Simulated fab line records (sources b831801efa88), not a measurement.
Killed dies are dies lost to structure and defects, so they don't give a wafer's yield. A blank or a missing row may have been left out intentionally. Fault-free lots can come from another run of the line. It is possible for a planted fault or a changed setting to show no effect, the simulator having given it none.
Problem report, 8D (eight disciplines) form, completed by code	flow gf180mcu	the parts of the form that need people (team, actions taken, sign-off) are left out

1. WHAT WENT WRONG
At GF_V3_CMP_26, timeToEndpointS averages 43 s over 9 wafers from 3 lots, while fault-free wafers read 83 s, standard deviation 4. Measured from the usual mean, that is -10 standard deviations.
The step: polishes, stops on SiO2, t overpolish 15 s, target thk 0 nm.
First seen on wafer L315.1, day 27 03:40, on cmp-02. At this step, 42 wafers from 14 lots have a number in the record. By rule, "out" or "out of limits" means more than 4 standard deviations away from the usual mean. Any other wafer with a number is counted as sound.

2. WHAT IT IS AND WHAT IT IS NOT
question	is	is not
which readings at this step	timeToEndpointS	motorCurrentA, overpolishRunS, retainingRingPressureFrac
which lots	L315, L316, L317	L302, L303, L304, L305, L306, L307, L308, L309, L318, L321, L325
which wafers of those lots	all that have a number	-
read on which tools	cmp-02	cmp-01
when	from day 27 03:40	up to then (24 sound wafers); but 9 sound wafers of L318, L321, L325 came after

3. THE SUSPECTS, EACH WITH WHAT RULES IT OUT
Counting: a tool stays on the suspect list if, at a process step up to the reading, it processed all lots that are out and no sound lot following the first of them.
- cmp-02 at GF_V3_CMP_26 (polishes, stops on SiO2, t overpolish 15 s, target thk 0 nm): kept. It processed each lot that is out, first L315 at day 27 03:40, and no sound lot thereafter; up to then, the last sound lot it processed was L308 at day 24 16:03. Its own timeToEndpointS readings are out on those wafers.
Remaining after the count: cmp-02 at GF_V3_CMP_26.

4. THE CAUSE (what the simulator had put in)
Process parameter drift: cmp-02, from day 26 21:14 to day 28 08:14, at GF_V3_CMP_26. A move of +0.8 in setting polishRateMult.
This tool alone remained once counting was done.

5. THE CHAIN OF EFFECTS, in route order
Each row: a reading whose mean over the struck wafers that have a number lies more than 3 standard deviations from the usual. Only readings for which the record gives a usual standard deviation are gone through. hours: the time from each lot's start at the first step in this table that gives one to its start at this step, as a median over the lots. sigmas: the change in usual standard deviations.
hours	step	reading	usual	on struck wafers	change	sigmas
0	GF_V3_CMP_26	timeToEndpointS	83 s	43	-40	-10
Here are the process steps it includes:
- GF_V3_CMP_26: polishes, stops on SiO2, t overpolish 15 s, target thk 0 nm.

6. HOW IT WOULD HAVE BEEN CAUGHT EARLIER
In this record no reading fell out of limits until day 27 03:40, 6 hours after the fault had begun at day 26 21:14.
